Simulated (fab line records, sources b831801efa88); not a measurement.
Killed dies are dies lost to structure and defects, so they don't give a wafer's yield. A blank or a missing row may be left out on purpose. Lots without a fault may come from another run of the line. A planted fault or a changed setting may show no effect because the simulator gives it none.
Problem report in the 8D (eight disciplines) form, filled by code | flow sky130 | the parts of the form that need people (team, actions taken, sign-off) are left out

1. THE PROBLEM
killed_at_M4_up at SKY_PAD_OPEN_PROBE_99 reads a mean of 44.2 on 5 wafers of 2 lots; wafers without a fault read 2.8 with a standard deviation of 1.8. That is +23 standard deviations from the usual mean.
First seen on wafer L179.2, day 49 02:42, on prober-01. The record holds 38 wafers of 13 lots with a number at this step. Rule for "out", or "out of limits": more than 4 standard deviations from the usual mean. The other wafers with a number count as sound.

2. WHAT IT IS AND WHAT IT IS NOT
question                    | is                                    | is not
which readings at this step | killed_at_M4_up, sort_bin_3_pad_short | killed_at_M0_to_M3, killed_at_contacts, killed_at_other, killed_open, killed_short, sort_bin_6_memory
which lots                  | L178, L179                            | L164, L166, L167, L168, L170, L171, L172, L174, L181, L183, L184
which wafers of those lots  | all that have a number                | -
read on which tools         | prober-01, prober-02                  | -
when                        | from day 49 02:42                     | up to then (24 sound wafers); but 9 sound wafers of L181, L183, L184 came after

3. SUSPECTS, AND WHAT RULES EACH OUT
Counting: a tool at a process step up to the reading stays a suspect if it ran every lot that is out and no sound lot after the first of them.
- wet_bench-03 at SKY_METAL4_CLEAN_21 (cleans in IPA, time 180 s): kept. It ran every lot that is out, first L179 (day 45 14:38), and no sound lot after that; its last sound lot up to then is L172 (day 44 04:52).
Left after counting: wet_bench-03 at SKY_METAL4_CLEAN_21.

4. THE CAUSE (what the simulator had put in)
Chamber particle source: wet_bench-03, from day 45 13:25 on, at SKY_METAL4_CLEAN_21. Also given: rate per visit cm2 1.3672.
Counting left only this tool.

5. THE CHAIN OF EFFECTS, in route order
Each row: a reading whose mean over the struck wafers that have a number lies more than 3 standard deviations from the usual. Only readings for which the record gives a usual standard deviation are gone through. hours: the time from each lot's start at the first step in this table that gives one to its start at this step, as a median over the lots. sigmas: the change in usual standard deviations.
hours | step                  | reading              | usual  | on struck wafers | change | sigmas
0     | SKY_PAD_OPEN_PROBE_99 | defect_limited_yield | 82.8 % | 73.6             | -9.2   | -4.8
0     | SKY_PAD_OPEN_PROBE_99 | killed_at_M4_up      | 2.8    | 44.2             | +41.4  | +23
0     | SKY_PAD_OPEN_PROBE_99 | killed_dies          | 84     | 130              | +46    | +4.9
0     | SKY_PAD_OPEN_PROBE_99 | killed_on_rim        | 16     | 29               | +13    | +3.9
0     | SKY_PAD_OPEN_PROBE_99 | sort_bin_3_pad_short | 0.8 %  | 3.1              | +2.3   | +5.5
0     | SKY_PAD_OPEN_PROBE_99 | sort_bin_5_function  | 10.1 % | 16.3             | +6.2   | +4.4
0     | SKY_PAD_OPEN_PROBE_99 | sort_n_pass          | 408    | 362              | -46    | -4.9
0     | SKY_PAD_OPEN_PROBE_99 | sort_yield_pct       | 82.8 % | 73.6             | -9.2   | -4.8
The process steps in it:
- SKY_PAD_OPEN_PROBE_99

6. WHAT WOULD HAVE CAUGHT IT SOONER
In this record the first reading out of limits was taken at day 49 02:42, 85 hours after the fault began at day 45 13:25.
All the lots that are out (2) had begun SKY_METAL4_CLEAN_21 on wet_bench-03 by day 49 02:42. A hold on the tool at that time would have spared none of them.
